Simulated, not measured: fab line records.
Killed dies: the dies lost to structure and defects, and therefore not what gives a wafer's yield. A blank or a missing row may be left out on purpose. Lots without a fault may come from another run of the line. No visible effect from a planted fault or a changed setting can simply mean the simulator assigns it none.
Chamber matching + flow sky130 + SKY_SPACER_ETCHBACK_02 on rie_diel-02 has 4 sister chambers
The step etches Si3N4 in CH3F/O2, stops on SiO2, time 46.7 s, target depth 45 nm. 4 wafers are shown with their chamber, then 7 later ones without.

== WAFERS PAIRED WITH THEIR CHAMBERS ==
| wafer  | chamber | drypump_motor_current_A (A) |
|--------|---------|-----------------------------|
| L082.5 | 2       | 5.5                         |
| L088.4 | 1       | 5.7                         |
| L095.1 | 3       | 6.6                         |
| L095.4 | 0       | 5.7                         |

== WAFERS WITH NO CHAMBER GIVEN ==
| wafer  | drypump_motor_current_A (A) |
|--------|-----------------------------|
| L095.6 | 5.6                         |
| L096.2 | 5.5                         |
| L096.4 | 5.6                         |
| L096.5 | 5.7                         |
| L097.1 | 5.6                         |
| L097.3 | 5.5                         |
| L097.6 | 5.7                         |

== EACH ONE'S CHAMBER ==
| wafer  | from the rows above          | in truth |
|--------|------------------------------|----------|
| L095.6 | can't be placed: 2 or 0 or 1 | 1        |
| L096.2 | 2                            | 2        |
| L096.4 | can't be placed: 2 or 0 or 1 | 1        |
| L096.5 | can't be placed: 0 or 1      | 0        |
| L097.1 | can't be placed: 2 or 0 or 1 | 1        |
| L097.3 | 2                            | 2        |
| L097.6 | can't be placed: 0 or 1      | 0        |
Placed correctly: 2 of 7. Cannot be placed on the basis of these rows: 5; the candidates contain the true chamber in 5. Placed wrongly: 0.
How it was worked out, from the rows above alone: a wafer's distance from a chamber is the root of the sum, over the readings, of the square of ((its reading less the chamber's mean) divided by the reading's scatter). If the next closest chamber is less than 2 further off than the closest, the wafer can't be placed; otherwise it belongs to the closest. A chamber's mean is the mean of its shown wafers. The scatter: with one shown wafer a chamber, the root of the mean of the squares of how far each hidden wafer lies from its nearest shown one.
